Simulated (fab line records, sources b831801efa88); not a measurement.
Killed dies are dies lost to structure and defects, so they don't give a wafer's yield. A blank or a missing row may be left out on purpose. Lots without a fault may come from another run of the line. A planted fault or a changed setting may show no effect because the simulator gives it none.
Which tool did it? | flow sky130 | 12 lots, 36 wafers sampled, at 5 steps of a route of 708

WHAT THE GAUGES READ, wafer by wafer
SKY_LDD_N_TW_MEAS_17. Usual: LDD_N_TW 2588, standard deviation 39.
lot  | measured     | on            | LDD_N_TW       | flag
L820 | day 19 00:53 | film_metro-03 | 2534 2528 2530 |
L821 | day 19 06:00 | film_metro-03 | 2516 2529 2524 |
L822 | day 19 21:04 | film_metro-03 | 2534 2530 2524 |
L826 | day 21 01:02 | film_metro-03 | 2533 2528 2535 |
L827 | day 21 06:16 | film_metro-02 | 2631 2630 2628 |
L829 | day 22 05:01 | film_metro-03 | 2539 2546 2541 |
L830 | day 22 15:11 | film_metro-02 | 2607 2629 2617 |
L831 | day 23 02:02 | film_metro-03 | 2553 2557 2545 |
L839 | day 25 13:01 | film_metro-03 | 2555 2554 2565 |
L840 | day 25 15:28 | film_metro-02 | 2617 2613 2622 |
L842 | day 26 04:04 | film_metro-03 | 2543 2557 2554 |
L843 | day 26 14:10 | film_metro-04 | 2612 2623 2621 |

SKY_LDD_HVN_OVL_MEAS_07. Usual: LDD_HVN_OVL 0.5 nm, standard deviation 1.3.
lot  | measured     | on         | LDD_HVN_OVL (nm) | flag
L820 | day 21 17:26 | overlay-01 | 1.0 0.9 1.4      |
L821 | day 21 21:35 | overlay-01 | -0.2 1.6 -2.1    |
L822 | day 22 12:44 | overlay-01 | 2.0 1.2 1.1      |
L826 | day 23 16:50 | overlay-02 | 0.8 -0.6 1.1     |
L827 | day 23 21:02 | overlay-01 | -0.2 -0.1 1.7    |
L829 | day 24 17:13 | overlay-02 | 2.9 1.0 0.8      |
L830 | day 25 03:53 | overlay-02 | -1.4 0.2 -1.8    |
L831 | day 25 13:38 | overlay-01 | 0.1 -0.6 0.3     |
L839 | day 28 00:11 | overlay-02 | 2.7 2.4 4.4      |
L840 | day 28 01:07 | overlay-02 | -1.2 0.7 -0.2    |
L842 | day 28 15:19 | overlay-01 | -0.9 -1.6 -3.1   |
L843 | day 29 00:50 | overlay-01 | 0.8 0.8 1.3      |

WHICH TOOL RAN EACH LOT (tool, then ch and the chambers of the sampled wafers, then the start)
lot  | SKY_POLY_GATE_ETCH_15              | SKY_LDD_N_COAT_02                 | SKY_LDD_N_STRIP_16
L820 | rie_diel-01 ch 0,1,2, day 17 13:47 | litho_track-03 ch 0, day 18 07:31 | plasma_asher-01 ch 0,1, day 19 00:46
L821 | rie_diel-01 ch 0,3, day 17 18:56   | litho_track-03 ch 0, day 18 11:20 | plasma_asher-01 ch 0,1, day 19 05:55
L822 | rie_diel-04 ch 0,2,3, day 18 08:56 | litho_track-04 ch 0, day 19 04:13 | plasma_asher-03 ch 0,1, day 19 20:58
L826 | rie_diel-01 ch 0,1,2, day 19 12:02 | litho_track-03 ch 0, day 20 07:02 | plasma_asher-04 ch 0,1, day 21 00:57
L827 | rie_diel-01 ch 0,1,2, day 19 17:27 | litho_track-03 ch 0, day 20 13:32 | plasma_asher-03 ch 0,1, day 21 06:10
L829 | rie_diel-04 ch 0,1, day 20 17:16   | litho_track-03 ch 0, day 21 11:23 | plasma_asher-01 ch 0,1, day 22 04:55
L830 | rie_diel-01 ch 1,2,3, day 21 03:50 | litho_track-04 ch 0, day 21 21:25 | plasma_asher-01 ch 0,1, day 22 15:04
L831 | rie_diel-04 ch 0,2,3, day 21 14:56 | litho_track-03 ch 0, day 22 08:34 | plasma_asher-04 ch 0,1, day 23 01:55
L839 | rie_diel-02 ch 0,3, day 24 03:32   | litho_track-03 ch 0, day 24 20:11 | plasma_asher-04 ch 0,1, day 25 12:55
L840 | rie_diel-04 ch 0,1,3, day 24 06:05 | litho_track-04 ch 0, day 24 23:07 | plasma_asher-03 ch 0,1, day 25 15:22
L842 | rie_diel-04 ch 1,2,3, day 24 19:29 | litho_track-04 ch 0, day 25 12:08 | plasma_asher-03 ch 0,1, day 26 03:58
L843 | rie_diel-04 ch 0,1,2, day 25 05:53 | litho_track-02 ch 0, day 25 22:25 | plasma_asher-03 ch 0,1, day 26 14:04
- SKY_POLY_GATE_ETCH_15: etches BARC in N2/H2, stops on SiO2, time 118.5 s, target depth 110 nm.
- SKY_LDD_N_COAT_02: resist thk 300 nm.
- SKY_LDD_N_STRIP_16: strips in O2/N2.

WHAT THE TOOLS THEMSELVES READ (means of the sampled wafers that have a number; where no wafer has one, the mark that the record gives instead)
SKY_POLY_GATE_ETCH_15. Usual: drypump_motor_current_A 5.7 A, standard deviation 0.3; oes_product_au 0.716 a.u., standard deviation 0.0048; throttle_valve_pct 13.212 %, standard deviation 0.0086.
lot  | tool        | drypump_motor_current_A (A) | oes_product_au (a.u.) | throttle_valve_pct (%) | flag
L820 | rie_diel-01 | 6.1                         | 0.710                 | 13.206                 |
L821 | rie_diel-01 | 5.5                         | 0.719                 | 13.216                 |
L822 | rie_diel-04 | 5.5                         | 0.716                 | 13.210                 |
L826 | rie_diel-01 | 6.1                         | 0.717                 | 13.201                 |
L827 | rie_diel-01 | 6.1                         | 0.714                 | 13.215                 |
L829 | rie_diel-04 | 5.6                         | 0.716                 | 13.212                 |
L830 | rie_diel-01 | 5.9                         | 0.716                 | 13.210                 |
L831 | rie_diel-04 | 5.5                         | 0.716                 | 13.203                 |
L839 | rie_diel-02 | 5.8                         | 0.719                 | 13.216                 |
L840 | rie_diel-04 | 5.6                         | 0.714                 | 13.219                 |
L842 | rie_diel-04 | 5.6                         | 0.716                 | 13.216                 |
L843 | rie_diel-04 | 5.6                         | 0.712                 | 13.215                 |

SKY_LDD_N_COAT_02. Usual: resist_line_temp_C 22.99 C, standard deviation 0.1.
lot  | tool           | resist_line_temp_C (C) | flag
L820 | litho_track-03 | 22.93                  |
L821 | litho_track-03 | 23.25                  |
L822 | litho_track-04 | 22.86                  |
L826 | litho_track-03 | 23.02                  |
L827 | litho_track-03 | 22.94                  |
L829 | litho_track-03 | 22.98                  |
L830 | litho_track-04 | 23.02                  |
L831 | litho_track-03 | 22.93                  |
L839 | litho_track-03 | 23.14                  |
L840 | litho_track-04 | 23.02                  |
L842 | litho_track-04 | 23.02                  |
L843 | litho_track-02 | 22.94                  |

SKY_LDD_N_STRIP_16. Usual: drypump_motor_current_A 6.0 A, standard deviation 0.58; oes_product_au 0.406 a.u., standard deviation 0.005; strip_time_to_endpoint_s 4.306 s, standard deviation 0.016.
lot  | tool            | drypump_motor_current_A (A) | oes_product_au (a.u.) | strip_time_to_endpoint_s (s) | flag
L820 | plasma_asher-01 | 5.4                         | 0.405                 | 4.281                        |
L821 | plasma_asher-01 | 5.4                         | 0.407                 | 4.305                        |
L822 | plasma_asher-03 | 6.2                         | 0.408                 | 4.309                        |
L826 | plasma_asher-04 | 6.4                         | 0.406                 | 4.302                        |
L827 | plasma_asher-03 | 6.2                         | 0.406                 | 4.320                        |
L829 | plasma_asher-01 | 5.4                         | 0.409                 | 4.452                        | OFF
L830 | plasma_asher-01 | 5.3                         | 0.408                 | 4.322                        |
L831 | plasma_asher-04 | 6.4                         | 0.421                 | 4.632                        | OFF
L839 | plasma_asher-04 | 6.4                         | 0.402                 | 4.326                        |
L840 | plasma_asher-03 | 6.5                         | 0.410                 | 4.322                        |
L842 | plasma_asher-03 | 6.5                         | 0.409                 | 4.325                        |
L843 | plasma_asher-03 | 6.5                         | 0.408                 | 4.301                        |

THE ANSWER, worked out from the rows above alone
Rule: a lot is off if the mean of its wafers that have a number lies more than 3 standard deviations from the usual mean. A lot without any number at a reading at which 4 lots or more have one is off too. The other lots that the step has rows for count as sound. The gauges are gone through in route order, then the tools' own readings, and for those a lot's mean is taken as printed above. The first step at which some lot is off is used, and at that step the reading that is off furthest; a lot without a number counts as furthest.
Off: L829, L831, at SKY_LDD_N_STRIP_16 (strip_time_to_endpoint_s).
A tool fits if, at that step or a process step before it, it ran every lot that is off, and no sound lot after the first of them. None of those tried fits.

WHAT THE SIMULATOR HAD PUT IN
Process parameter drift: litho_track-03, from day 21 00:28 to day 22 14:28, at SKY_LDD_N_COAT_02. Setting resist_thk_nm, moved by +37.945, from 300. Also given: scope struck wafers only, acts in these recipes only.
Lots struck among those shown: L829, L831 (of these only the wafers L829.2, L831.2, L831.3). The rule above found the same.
